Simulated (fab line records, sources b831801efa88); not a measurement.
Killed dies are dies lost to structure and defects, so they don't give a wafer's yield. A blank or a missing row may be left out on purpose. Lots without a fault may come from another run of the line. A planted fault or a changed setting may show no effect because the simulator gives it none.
Chamber matching | flow sky130 | SKY_CONTACT_ETCH_17 on rie_diel-04: 4 sister chambers
The step etches SiO2 in C4F8/O2/Ar, stops on Si3N4, target depth 340 nm. 14 wafers are shown with their chamber, then 7 later ones without.

WAFERS WITH THEIR CHAMBER
wafer  | chamber | bias_w (W) | oes_product_au (a.u.)
L078.2 | 1       | 1199       | 0.891
L078.3 | 3       | 1203       | 0.893
L078.6 | 1       | 1198       | 0.895
L079.1 | 1       | 1203       | 0.888
L079.3 | 2       | 1205       | 0.891
L079.4 | 0       | 1203       | 0.895
L080.1 | 0       | 1194       | 0.885
L080.4 | 3       | 1200       | 0.887
L080.5 | 3       | 1193       | 0.892
L083.1 | 0       | 1203       | 0.896
L083.3 | 1       | 1195       | 0.892
L083.6 | 0       | 1200       | 0.897
L085.3 | 1       | 1199       | 0.895
L085.4 | 1       | 1199       | 0.894

SIGNATURES (means of the wafers above)
reading        | chamber 0 | chamber 1 | chamber 2 | chamber 3 | scatter within a chamber
bias_w         | 1200.00   | 1198.83   | 1205.00   | 1198.67   | 3.73
oes_product_au | 0.89325   | 0.89250   | 0.89100   | 0.89067   | 0.00388
Rule: a wafer's distance from a chamber is the root of the sum, over the readings, of the square of ((its reading less the chamber's mean) divided by the reading's scatter). The wafer belongs to the nearest chamber; if the next one is less than 2 further off, it can't be placed. The scatter: the root of (the sum of the squares of (reading less its chamber's mean) over the shown wafers, divided by (wafers less chambers)).

WAFERS WITHOUT THEIR CHAMBER
wafer  | bias_w (W) | oes_product_au (a.u.)
L085.6 | 1203       | 0.897
L093.4 | 1204       | 0.898
L093.5 | 1196       | 0.892
L093.6 | 1204       | 0.890
L097.1 | 1201       | 0.897
L097.4 | 1198       | 0.892
L097.5 | 1199       | 0.891

WHICH CHAMBER EACH WENT THROUGH
wafer  | from the rows above               | in truth
L085.6 | can't be placed: 0 or 1 or 2 or 3 | 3
L093.4 | can't be placed: 0 or 2 or 1 or 3 | 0
L093.5 | can't be placed: 1 or 3 or 0 or 2 | 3
L093.6 | can't be placed: 2 or 0 or 3 or 1 | 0
L097.1 | can't be placed: 0 or 1 or 3 or 2 | 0
L097.4 | can't be placed: 1 or 3 or 0 or 2 | 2
L097.5 | can't be placed: 3 or 1 or 0 or 2 | 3
Placed correctly: 0 of 7. Can't be placed from these rows: 7 (the true chamber is among the candidates in 7). Placed wrongly: 0.
